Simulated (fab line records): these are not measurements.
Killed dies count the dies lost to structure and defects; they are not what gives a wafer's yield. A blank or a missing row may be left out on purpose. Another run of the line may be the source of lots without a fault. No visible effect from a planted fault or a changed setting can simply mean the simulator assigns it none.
Which tool was responsible? || flow sky130 || 7 lots, 21 wafers sampled, at 1 step of a route of 708

WHAT THE GAUGES SHOWED, per wafer
SKY_VT_ADJUST_NCORE_OVL_MEAS_08.
{"lot": "L269", "measured": "day 8 20:04", "on": "overlay-01", "VT_ADJUST_NCORE_OVL (nm)": "1.7 1.1 0.7"}
{"lot": "L271", "measured": "day 9 20:04", "on": "overlay-01", "VT_ADJUST_NCORE_OVL (nm)": "0.5 1.7 -0.7"}
{"lot": "L275", "measured": "day 10 19:28", "on": "overlay-02", "VT_ADJUST_NCORE_OVL (nm)": "2.3 -0.3 0.9"}
{"lot": "L277", "measured": "day 11 15:43", "on": "overlay-02", "VT_ADJUST_NCORE_OVL (nm)": "-0.6 -0.6 -0.1"}
{"lot": "L279", "measured": "day 11 20:21", "on": "overlay-01", "VT_ADJUST_NCORE_OVL (nm)": "-1.3 -2.6 0.8"}
{"lot": "L285", "measured": "day 14 15:46", "on": "overlay-02", "VT_ADJUST_NCORE_OVL (nm)": "2.8 0.7 2.1"}
{"lot": "L288", "measured": "day 14 20:04", "on": "overlay-01", "VT_ADJUST_NCORE_OVL (nm)": "2.1 1.3 1.4"}

WHICH TOOL RAN EACH LOT (tool, then ch and the chambers of the sampled wafers, then the start)
The record shows no process step preceding these readings.

THE ANSWER, worked out from the rows above alone
Rule: the lots themselves supply what counts as usual. Put in order of their means at a reading, lots are off if they are a third of the lots or fewer, leave a main group of 4 or more, and stand apart from it by a gap of 3 or more times the standard deviation of the main group's means; of several such gaps the widest counts. A main group whose means are all the same, to the digits that the tables above print for the reading, isn't used. Also off: a lot with no number at a reading for which 4 or more lots have one. Any other lot the step has rows for is counted as sound.
Across all readings shown, no lot is off: no conclusion can be drawn from this.

WHAT WAS PUT IN BY THE SIMULATOR
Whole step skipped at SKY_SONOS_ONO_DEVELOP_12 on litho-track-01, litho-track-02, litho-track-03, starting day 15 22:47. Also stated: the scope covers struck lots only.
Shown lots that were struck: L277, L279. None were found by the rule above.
